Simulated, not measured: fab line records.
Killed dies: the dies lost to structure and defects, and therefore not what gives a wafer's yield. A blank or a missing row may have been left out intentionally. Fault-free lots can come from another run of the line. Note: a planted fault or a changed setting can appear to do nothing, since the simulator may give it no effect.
fab line records | flow gf180mcu
record lots=14 | wafers=42 | lastDay=34
route steps=602 shown HV_LDD@196 PSD@256 SAB@264 CONTACT@288
lots untouched by any fault: they come from a run of this same line in which no faults occurred
startH: hours from the record's first day to the start of the lot's first wafer shown | waitH: time in hours since the lot's previous step | " repeats the value in the row above | L1.1+2: several wafers, shown together as one row | - no value, or no start was given | * or withheld: withheld | < > ~ a bound
route shown NAME@n: a module of which the file shows steps, and the number in the route of the first | usual: mean and standard deviation over wafers with no fault | same: alike in all rows | chamber/n: place in a boat | sites: each site's reading | _std_site: standard deviation across them | _edge_site: mean of outer sites minus mean of inner sites | radiusMm: how far each site lies from the wafer's centre | mask NAME#n: copy n | behind: the tool/chamber that last shaped the wafer | hold: cause of the lot's hold/its duration in hours/its outcome | device: names the non-switching transistor (n, p or np) | end of line: tests run on the same wafers once the route is complete | for a step that has no rows: nothing shown but its recipe | killed: at the first sort, the dies lost to defects and structure; wafer yield is something else | map: a wafer's dies, x killed, . not, _ none there
set.NAME: the run value of the setting; set.NAME@STEP: its run value at that earlier step | model.NAME: the simulator's own value behind a step, which no gauge read
a sample of lots followed through the steps of the route, with each step as a table and each wafer as a row
services: a tool's chamber out of use, with start hour (startH, from the record's first day; less than 0 if before it), hours out, and reason
## steps
# step GF_HV_LDD_OVL_MEAS_20
# usual HV_LDD_01_OVL=0.3/1.3
lot.wafer | tool       | chamber | startH | waitH | HV_LDD_01_OVL[nm]
L490.3    | overlay-01 | -       | 234.84 | 0.1   | 2.3
L490.5    | "          | -       | "      | "     | 1.0
L490.6    | "          | -       | "      | "     | 0.9
L491.1    | overlay-02 | -       | 242.17 | 0.1   | -0.9
L491.5    | "          | -       | "      | "     | 0.4
L491.6    | "          | -       | "      | "     | 0.9
L492.1    | overlay-02 | -       | 248.52 | 0.1   | 0.0
L492.4    | "          | -       | "      | "     | -1.6
L492.6    | "          | -       | "      | "     | -3.0
L493.2    | overlay-02 | -       | 259.03 | 0.1   | -0.6
L493.5    | "          | -       | "      | "     | 0.8
L493.6    | "          | -       | "      | "     | -0.6
L494.1    | overlay-02 | -       | 266.45 | 0.1   | 0.3
L494.2    | "          | -       | "      | "     | 0.0
L494.3    | "          | -       | "      | "     | 1.8
L496.2    | overlay-02 | -       | 277.51 | 0.1   | -0.9
L496.3    | "          | -       | "      | "     | -2.6
L496.4    | "          | -       | "      | "     | 0.7
L497.1    | overlay-02 | -       | 284.87 | 0.1   | -1.1
L497.5    | "          | -       | "      | "     | -1.5
L497.6    | "          | -       | "      | "     | -1.2
L499.3    | overlay-02 | -       | 301.16 | 0.1   | 0.2
L499.5    | "          | -       | "      | "     | 1.0
L499.6    | "          | -       | "      | "     | -0.2
L506.1    | overlay-01 | -       | 367.10 | 0.1   | -0.5
L506.5    | "          | -       | "      | "     | 0.3
L506.6    | "          | -       | "      | "     | -1.1
L508.1    | overlay-01 | -       | 379.25 | 0.1   | 2.9
L508.3    | "          | -       | "      | "     | 1.9
L508.6    | "          | -       | "      | "     | 2.0
L510.1    | overlay-02 | -       | 388.65 | 0.1   | 0.8
L510.2    | "          | -       | "      | "     | 0.8
L510.6    | "          | -       | "      | "     | -0.5
L509.3    | overlay-01 | -       | 389.73 | 0.1   | -0.4
L509.5    | "          | -       | "      | "     | 0.9
L509.6    | "          | -       | "      | "     | -0.2
L511.2    | overlay-01 | -       | 395.37 | 0.1   | 0.7
L511.3    | "          | -       | "      | "     | 1.2
L511.4    | "          | -       | "      | "     | 0.8
L513.1    | overlay-02 | -       | 415.85 | 0.1   | 0.9
L513.4    | "          | -       | "      | "     | 1.3
L513.6    | "          | -       | "      | "     | 1.5
# step GF_PSD_OVL_MEAS_08
# usual PSD_OVL=-0.2/1.3
lot.wafer | tool       | chamber | startH | waitH | PSD_OVL[nm]
L490.3    | overlay-01 | -       | 317.28 | 0.1   | 1.3
L490.5    | "          | -       | "      | "     | -0.4
L490.6    | "          | -       | "      | "     | 0.6
L491.1    | overlay-01 | -       | 325.10 | 0.1   | 1.0
L491.5    | "          | -       | "      | "     | -0.5
L491.6    | "          | -       | "      | "     | -0.3
L492.1    | overlay-02 | -       | 333.11 | 0.1   | -1.4
L492.4    | "          | -       | "      | "     | 1.8
L492.6    | "          | -       | "      | "     | 3.3
L493.2    | overlay-02 | -       | 344.23 | 0.1   | -0.2
L493.5    | "          | -       | "      | "     | -1.9
L493.6    | "          | -       | "      | "     | -1.5
L494.1    | overlay-02 | -       | 352.72 | 0.1   | -2.2
L494.2    | "          | -       | "      | "     | -1.3
L494.3    | "          | -       | "      | "     | 0.1
L496.2    | overlay-02 | -       | 365.91 | 0.1   | 0.8
L496.3    | "          | -       | "      | "     | -1.0
L496.4    | "          | -       | "      | "     | 0.0
L497.1    | overlay-02 | -       | 375.26 | 0.1   | 0.0
L497.5    | "          | -       | "      | "     | -1.7
L497.6    | "          | -       | "      | "     | -0.6
L499.3    | overlay-01 | -       | 393.21 | 0.1   | 1.3
L499.5    | "          | -       | "      | "     | -0.2
L499.6    | "          | -       | "      | "     | 1.1
L506.1    | overlay-02 | -       | 467.07 | 0.1   | 0.2
L506.5    | "          | -       | "      | "     | 0.4
L506.6    | "          | -       | "      | "     | 1.3
L508.1    | overlay-02 | -       | 480.76 | 0.1   | -0.8
L508.3    | "          | -       | "      | "     | 0.5
L508.6    | "          | -       | "      | "     | -0.5
L510.1    | overlay-02 | -       | 490.65 | 0.1   | -0.3
L510.2    | "          | -       | "      | "     | -0.2
L510.6    | "          | -       | "      | "     | -2.1
L509.3    | overlay-02 | -       | 493.77 | 0.1   | 0.2
L509.5    | "          | -       | "      | "     | 1.8
L509.6    | "          | -       | "      | "     | 0.6
L511.2    | overlay-01 | -       | 495.78 | 0.1   | -0.7
L511.3    | "          | -       | "      | "     | -0.7
L511.4    | "          | -       | "      | "     | -0.8
L513.1    | overlay-02 | -       | 515.92 | 0.1   | 0.8
L513.4    | "          | -       | "      | "     | 0.7
L513.6    | "          | -       | "      | "     | -0.3
# step GF_SAB_CVD_00
# recipe material=SiO2 | targetThkNm=50 | precursor=TEOS | tempC=400 | timeS=4.9302 | rfW=600
# usual heaterPowerW=628/63 | rfFwdPowerW=587.5/2.8
lot.wafer | tool     | chamber | startH | waitH | heaterPowerW | rfFwdPowerW
L490.3    | pecvd-03 | 1       | 317.99 | 0.1   | 640          | 586.2
L490.5    | "        | 2       | "      | "     | 553          | 588.9
L490.6    | "        | 1       | "      | "     | 632          | 584.1
L491.1    | pecvd-04 | 2       | 325.83 | 0.1   | 562          | 588.3
L491.5    | "        | 2       | "      | "     | 565          | 591.0
L491.6    | "        | 1       | "      | "     | 720          | 587.1
L492.1    | pecvd-04 | 2       | 333.83 | 0.1   | 610          | 586.8
L492.4    | "        | 0       | "      | "     | 721          | 586.2
L492.6    | "        | 1       | "      | "     | 585          | 584.0
L493.2    | pecvd-03 | 1       | 344.94 | 0.1   | 610          | 585.1
L493.5    | "        | 2       | "      | "     | 538          | 583.9
L493.6    | "        | 0       | "      | "     | 662          | 586.0
L494.1    | pecvd-03 | 1       | 353.45 | 0.1   | 569          | 583.3
L494.2    | "        | 2       | "      | "     | 616          | 588.2
L494.3    | "        | 0       | "      | "     | 710          | 585.2
L496.2    | pecvd-04 | 0       | 366.62 | 0.1   | 685          | 591.1
L496.3    | "        | 1       | "      | "     | 719          | 588.2
L496.4    | "        | 0       | "      | "     | 675          | 593.1
L497.1    | pecvd-04 | 0       | 376.03 | 0.1   | 739          | 590.8
L497.5    | "        | 0       | "      | "     | 740          | 589.1
L497.6    | "        | 1       | "      | "     | 740          | 584.3
L499.3    | pecvd-04 | 1       | 393.92 | 0.1   | 614          | 585.2
L499.5    | "        | 1       | "      | "     | 631          | 583.1
L499.6    | "        | 0       | "      | "     | 598          | 586.3
L506.1    | pecvd-01 | 1       | 467.91 | 0.1   | 706          | 596.5
L506.5    | "        | 0       | "      | "     | 527          | 592.9
L506.6    | "        | 1       | "      | "     | 702          | 590.2
L508.1    | pecvd-01 | 2       | 481.48 | 0.1   | 534          | 586.7
L508.3    | "        | 1       | "      | "     | 704          | 593.0
L508.6    | "        | 0       | "      | "     | 596          | 593.9
L510.1    | pecvd-04 | 0       | 491.37 | 0.1   | 741          | 591.9
L510.2    | "        | 1       | "      | "     | 692          | 583.7
L510.6    | "        | 0       | "      | "     | 735          | 590.1
L509.3    | pecvd-04 | 0       | 494.48 | 0.1   | 731          | 589.2
L509.5    | "        | 0       | "      | "     | 720          | 588.2
L509.6    | "        | 1       | "      | "     | 644          | 584.7
L511.2    | pecvd-04 | 2       | 496.49 | 0.1   | 603          | 587.5
L511.3    | "        | 0       | "      | "     | 755          | 592.2
L511.4    | "        | 1       | "      | "     | 604          | 585.9
L513.1    | pecvd-03 | 1       | 516.64 | 0.1   | 523          | 586.0
L513.4    | "        | 1       | "      | "     | 540          | 586.5
L513.6    | "        | 0       | "      | "     | 651          | 586.6
# step GF_SAB_THK_MEAS_01
# recipe reads=SiO2_of_SAB_CVD_00
# usual SAB_CVD_00_THK=49.8/0.75
lot.wafer | tool         | chamber | startH | waitH | SAB_CVD_00_THK[nm]
L490.3    | filmMetro-01 | -       | 318.03 | 0.0   | 48.9
L490.5    | "            | -       | "      | "     | 49.6
L490.6    | "            | -       | "      | "     | 49.2
L491.1    | filmMetro-01 | -       | 325.85 | 0.0   | 49.1
L491.5    | "            | -       | "      | "     | 50.4
L491.6    | "            | -       | "      | "     | 48.8
L492.1    | filmMetro-04 | -       | 333.85 | 0.0   | 49.7
L492.4    | "            | -       | "      | "     | 50.1
L492.6    | "            | -       | "      | "     | 49.4
L493.2    | filmMetro-02 | -       | 344.97 | 0.0   | 49.0
L493.5    | "            | -       | "      | "     | 49.9
L493.6    | "            | -       | "      | "     | 51.1
L494.1    | filmMetro-02 | -       | 353.47 | 0.0   | 49.9
L494.2    | "            | -       | "      | "     | 48.7
L494.3    | "            | -       | "      | "     | 50.9
L496.2    | filmMetro-02 | -       | 366.65 | 0.0   | 50.0
L496.3    | "            | -       | "      | "     | 48.8
L496.4    | "            | -       | "      | "     | 50.3
L497.1    | filmMetro-01 | -       | 376.05 | 0.0   | 64.9
L497.5    | "            | -       | "      | "     | 66.1
L497.6    | "            | -       | "      | "     | 65.3
L499.3    | filmMetro-02 | -       | 393.96 | 0.0   | 64.1
L499.5    | "            | -       | "      | "     | 65.0
L499.6    | "            | -       | "      | "     | 66.3
L506.1    | filmMetro-01 | -       | 467.93 | 0.0   | 49.9
L506.5    | "            | -       | "      | "     | 49.6
L506.6    | "            | -       | "      | "     | 50.7
L508.1    | filmMetro-02 | -       | 481.50 | 0.0   | 49.7
L508.3    | "            | -       | "      | "     | 49.8
L508.6    | "            | -       | "      | "     | 50.1
L510.1    | filmMetro-04 | -       | 491.39 | 0.0   | 50.3
L510.2    | "            | -       | "      | "     | 49.3
L510.6    | "            | -       | "      | "     | 51.6
L509.3    | filmMetro-02 | -       | 494.52 | 0.0   | 50.4
L509.5    | "            | -       | "      | "     | 51.1
L509.6    | "            | -       | "      | "     | 49.8
L511.2    | filmMetro-01 | -       | 496.52 | 0.0   | 50.5
L511.3    | "            | -       | "      | "     | 50.3
L511.4    | "            | -       | "      | "     | 49.6
L513.1    | filmMetro-02 | -       | 516.66 | 0.0   | 48.3
L513.4    | "            | -       | "      | "     | 49.6
L513.6    | "            | -       | "      | "     | 50.8
# step GF_CONTACT_THK_MEAS_01
# recipe reads=SiO2_of_CONTACT_CVD_00
# usual CONTACT_CVD_00_THK=301/4.2
lot.wafer | tool         | chamber | startH | waitH | CONTACT_CVD_00_THK[nm]
L490.3    | filmMetro-01 | -       | 340.23 | 0.0   | 291
L490.5    | "            | -       | "      | "     | 295
L490.6    | "            | -       | "      | "     | 292
L491.1    | filmMetro-02 | -       | 347.73 | 0.0   | 301
L491.5    | "            | -       | "      | "     | 301
L491.6    | "            | -       | "      | "     | 300
L492.1    | filmMetro-03 | -       | 356.16 | 0.0   | 300
L492.4    | "            | -       | "      | "     | 300
L492.6    | "            | -       | "      | "     | 298
L493.2    | filmMetro-03 | -       | 367.92 | 0.0   | 300
L493.5    | "            | -       | "      | "     | 300
L493.6    | "            | -       | "      | "     | 300
L494.1    | filmMetro-03 | -       | 376.47 | 0.0   | 304
L494.2    | "            | -       | "      | "     | 303
L494.3    | "            | -       | "      | "     | 302
L496.2    | filmMetro-03 | -       | 390.02 | 0.0   | 299
L496.3    | "            | -       | "      | "     | 303
L496.4    | "            | -       | "      | "     | 301
L497.1    | filmMetro-03 | -       | 399.66 | 0.0   | 299
L497.5    | "            | -       | "      | "     | 297
L497.6    | "            | -       | "      | "     | 303
L499.3    | filmMetro-02 | -       | 418.41 | 0.0   | 307
L499.5    | "            | -       | "      | "     | 298
L499.6    | "            | -       | "      | "     | 307
L506.1    | filmMetro-01 | -       | 492.87 | 0.0   | 299
L506.5    | "            | -       | "      | "     | 298
L506.6    | "            | -       | "      | "     | 304
L508.1    | filmMetro-02 | -       | 506.31 | 0.0   | 297
L508.3    | "            | -       | "      | "     | 299
L508.6    | "            | -       | "      | "     | 295
L510.1    | filmMetro-03 | -       | 514.83 | 0.0   | 302
L510.2    | "            | -       | "      | "     | 307
L510.6    | "            | -       | "      | "     | 304
L509.3    | filmMetro-03 | -       | 517.91 | 0.0   | 297
L509.5    | "            | -       | "      | "     | 296
L509.6    | "            | -       | "      | "     | 297
L511.2    | filmMetro-01 | -       | 520.76 | 0.1   | 300
L511.3    | "            | -       | "      | "     | 305
L511.4    | "            | -       | "      | "     | 307
L513.1    | filmMetro-02 | -       | 539.74 | 0.0   | 300
L513.4    | "            | -       | "      | "     | 303
L513.6    | "            | -       | "      | "     | 300
## services
tool     | chamber | startH | hours | kind
pecvd-01 | -       | 307.15 | 2.8   | pm
pecvd-01 | 2       | 327.03 | 14.6  | repair
pecvd-04 | -       | 338.08 | 0.9   | repair
pecvd-01 | -       | 358.00 | 0.5   | repair
pecvd-01 | -       | 368.88 | 14.0  | pm
pecvd-01 | 0       | 368.88 | 14.0  | ventCycle
pecvd-01 | 1       | 368.88 | 14.0  | ventCycle
pecvd-01 | 2       | 368.88 | 14.0  | ventCycle
pecvd-01 | 0       | 382.88 | -     | clean
pecvd-01 | 1       | 382.88 | -     | clean
pecvd-01 | 2       | 382.88 | -     | clean
pecvd-01 | -       | 409.18 | 0.9   | repair
pecvd-01 | 1       | 425.21 | 5.8   | repair
pecvd-01 | 0       | 450.30 | 8.1   | repair
pecvd-01 | -       | 461.61 | 1.7   | repair
pecvd-04 | -       | 482.48 | 1.8   | repair
pecvd-04 | -       | 509.13 | 0.5   | repair
## key
firstSign step=GF_SAB_THK_MEAS_01 | reading=SAB_CVD_00_THK | direction=up | sigmas=21 | usual=49.8 | struck=65.3
effect none on later readings
metAt GF_SAB_CVD_00
struckLots L497,L499
testerLeftOut L497,L499
notActingAt GF_HV_LDD_OVL_MEAS_20,GF_PSD_OVL_MEAS_08,GF_CONTACT_THK_MEAS_01
onsetBetween 366.62 376.03
fault kind=processParameterDrift | tool=pecvd-04 | chamber=- | onsetH=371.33 | steps=GF_SAB_CVD_00 | channel=targetThkNm | offset=15.577 | shape=step | endH=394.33 | actsIn=theseRecipesOnly | stated=50
# testerLeftOut: of these lots the tester's yield and bins aren't shown, on N5 and GAA mostly nor the transistor test; their killed dies are dies lost to structure and defects alone, not to doping, threshold or leakage, so they don't give the yield
